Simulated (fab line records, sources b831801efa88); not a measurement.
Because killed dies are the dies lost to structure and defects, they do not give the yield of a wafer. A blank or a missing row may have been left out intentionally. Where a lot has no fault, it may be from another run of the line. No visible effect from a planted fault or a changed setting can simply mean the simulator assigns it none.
Chamber matching	flow gf180mcu	GF_V4_CMP_04 on cmp-01: 4 sister chambers
The step polishes SiO2. 4 wafers are shown with their chamber, then 9 later ones without.

== WAFERS PAIRED WITH THEIR CHAMBERS ==
wafer	chamber	motor-current-A (A)
L134.4	2	13.3
L136.1	0	14.4
L136.4	1	12.0
L136.5	3	11.0

== WAFERS WHOSE CHAMBER IS MISSING ==
wafer	motor-current-A (A)
L142.1	11.5
L142.3	11.2
L142.5	11.4
L144.2	14.4
L144.4	11.1
L144.5	12.1
L147.1	11.8
L147.3	15.1
L147.4	10.9

== WHICH CHAMBER EACH ONE RAN IN ==
wafer	from the rows above	in truth
L142.1	can't be placed: 1 or 3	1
L142.3	can't be placed: 3 or 1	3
L142.5	can't be placed: 3 or 1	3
L144.2	0	0
L144.4	3	3
L144.5	1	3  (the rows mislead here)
L147.1	can't be placed: 1 or 3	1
L147.3	0	0
L147.4	3	3
Correctly placed: 4 of 9. Not placeable from these rows: 4 (in 4, the candidates include the true chamber). Wrongly placed: 1.
How it was worked out, from the rows above alone: a wafer's distance from a chamber is the root of the sum, over the readings, of the square of ((its reading less the chamber's mean) divided by the reading's scatter). If the next closest chamber is less than 2 further off than the closest, the wafer can't be placed; otherwise it belongs to the closest. A chamber's mean is the mean of its shown wafers. The scatter (one wafer shown for each chamber): square how far every hidden wafer sits from the nearest shown wafer, average those squares and take the square root.
